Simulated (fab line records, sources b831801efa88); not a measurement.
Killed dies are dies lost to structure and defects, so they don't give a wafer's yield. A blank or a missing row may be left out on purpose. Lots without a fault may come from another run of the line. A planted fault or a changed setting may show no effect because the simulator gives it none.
A struck lot beside a sound one | flow gf180mcu | 14 steps out of a route of 602
Sound: wafers L253.2, L253.4, L253.5. Struck: wafers L244.2, L244.4, L244.6. The cause comes at the end.
At each step with rows: each side's tool, then ch and its chambers, then its first start. Under that, the readings that differ: sound wafers | struck wafers | difference of the means | sigmas: that difference in standard deviations of wafers without a fault.
alike: readings whose means differ by less than 2 such deviations, and words and numbers that are the same on both sides. not compared: withheld readings, readings that some wafer has no value for, bounds like >300 that may hide the same value, and numbers for which the record gives no deviation and whose values overlap.
The two part at a step that has a row with sigmas, a row that says differs or no value, or rows on one side only. Numbers that don't overlap but have no deviation are shown without sigmas and don't part them. A reading that every wafer of one side lacks parts them only if that side has two wafers or more.

GF_TOP_METAL_METAL_ETCH_16: etches the open film in Cl2/BCl3, stops on SiO2, target depth 1077.5 nm, time 179.6 s.
  sound on rie_metal-02 ch 0,1, day 31 16:28; struck on rie_metal-01 ch 0,1, day 29 05:49
  alike: drypump_motor_current_A, he_backside_leak_sccm, oes_product_au, throttle_valve_pct
  not compared: rf_hours_counter_h
GF_TOP_METAL_STRIP_17: strips in O2/N2.
  sound on plasma_asher-02 ch 0,1, day 31 16:38; struck on plasma_asher-03 ch 0,1, day 29 05:59
  alike: drypump_motor_current_A, heater_power_w, oes_product_au, strip_time_to_endpoint_s
  not compared: rf_hours_counter_h
then, 2 steps without rows for these wafers: GF_TOP_METAL_STRIP_18 (strips in post etch residue remover, time 1200 s); GF_TOP_METAL_CLEAN_19 (cleans in DIW).
GF_PASSIVATION_CVD_00: deposits SiO2 from TEOS, target thk 1000 nm, time 111.95 s.
  sound on pecvd-02 ch 0,2, day 31 17:13; struck on pecvd-02 ch 0,2, day 29 06:31
  alike: heater_power_w
GF_PASSIVATION_THK_MEAS_01:
  sound on film_metro-04, day 31 17:18; struck on film_metro-01, day 29 06:37
  alike: PASSIVATION_CVD_00_THK
GF_PASSIVATION_CVD_02: deposits Si3N4, target thk 700 nm, time 486.18 s.
  sound on pecvd-03 ch 0,2, day 31 17:21; struck on pecvd-01 ch 0,2, day 29 06:40
  alike: heater_power_w
GF_PASSIVATION_THK_MEAS_03:
  sound on film_metro-04, day 31 17:38; struck on film_metro-02, day 29 06:58
  alike: PASSIVATION_CVD_02_THK
then, 4 steps without rows for these wafers: GF_PASSIVATION_DEHYDRATE_04 (time 60 s); GF_PASSIVATION_HMDS_05 (prime time 60 s); GF_PASSIVATION_COAT_06 (resist thk 4000 nm); GF_PASSIVATION_SOFTBAKE_07.
GF_PASSIVATION_EXPOSE_08: exposes mask Pad, target cd 40000 nm.
  sound on iline_stepper-01 ch 0, day 32 01:59; struck on iline_stepper-02, day 29 15:59
  no value came back on the struck wafers for exposure_dose_mJ_cm2, focus_offset_nm (nm), na; on the sound wafers exposure_dose_mJ_cm2 reads 310.10 309.94 310.03
  alike: mask
then, 1 step without rows for these wafers: GF_PASSIVATION_PEB_09.

WHERE THEY PART
Only at GF_PASSIVATION_EXPOSE_08, within this record.

WHY: what the simulator had put in
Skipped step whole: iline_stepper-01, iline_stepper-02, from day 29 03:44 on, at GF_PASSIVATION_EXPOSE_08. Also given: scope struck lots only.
